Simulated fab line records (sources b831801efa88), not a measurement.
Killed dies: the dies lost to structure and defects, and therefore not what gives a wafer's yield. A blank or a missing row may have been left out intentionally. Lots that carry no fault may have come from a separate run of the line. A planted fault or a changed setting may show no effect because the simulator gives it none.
Chamber matching -- flow gf180mcu -- 4 sister chambers for GF_V2_CMP_26 on cmp-01
The step polishes, stops on SiO2, t overpolish 15 s, target thk 0 nm. 8 wafers are shown with their chamber, then 12 later ones without.

WAFERS WITH THEIR CHAMBER
wafer,chamber,motor-current-A (A),time-to-endpoint-s (s)
L090.1,3,10.0,82.8
L090.3,2,10.6,83.6
L090.2,1,10.7,85.8
L090.4,0,9.7,84.6
L090.5,3,10.2,84.3
L091.1,0,9.7,81.3
L091.2,1,10.6,83.1
L091.5,2,10.0,85.0

WAFERS MISSING THEIR CHAMBER
wafer,motor-current-A (A),time-to-endpoint-s (s)
L091.3,10.2,77.7
L091.4,10.1,81.6
L091.6,11.1,81.7
L092.2,9.5,81.0
L092.4,10.7,80.5
L092.6,10.8,81.5
L094.2,11.0,82.4
L094.5,11.0,87.5
L094.6,10.2,83.2
L096.3,10.1,83.5
L096.4,10.0,82.8
L096.6,9.7,87.3

CHAMBER TAKEN BY EACH
wafer,from the rows above,in truth
L091.3,can't be placed: 3 or 0 or 2 or 1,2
L091.4,can't be placed: 3 or 2 or 0 or 1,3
L091.6,can't be placed: 1 or 2 or 3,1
L092.2,can't be placed: 0 or 3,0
L092.4,can't be placed: 1 or 2 or 3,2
L092.6,can't be placed: 1 or 2 or 3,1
L094.2,can't be placed: 1 or 2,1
L094.5,can't be placed: 1 or 2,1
L094.6,can't be placed: 3 or 2 or 1 or 0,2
L096.3,can't be placed: 3 or 2 or 0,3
L096.4,can't be placed: 3 or 0 or 2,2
L096.6,can't be placed: 0 or 3 or 2 or 1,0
Correctly placed: 0 of 12. Not placeable from these rows: 12 (in 12, the candidates include the true chamber). 0 placed wrongly.
How it was worked out, from the rows above alone: a wafer's distance from a chamber is the root of the sum, over the readings, of the square of ((its reading less the chamber's mean) divided by the reading's scatter). If the next closest chamber is less than 2 further off than the closest, the wafer can't be placed; otherwise it belongs to the closest. Each chamber's mean is taken over the wafers shown for it. The scatter is the square root of a quotient: the sum, over the shown wafers, of each reading's squared deviation from its chamber's mean, divided by wafers minus chambers.
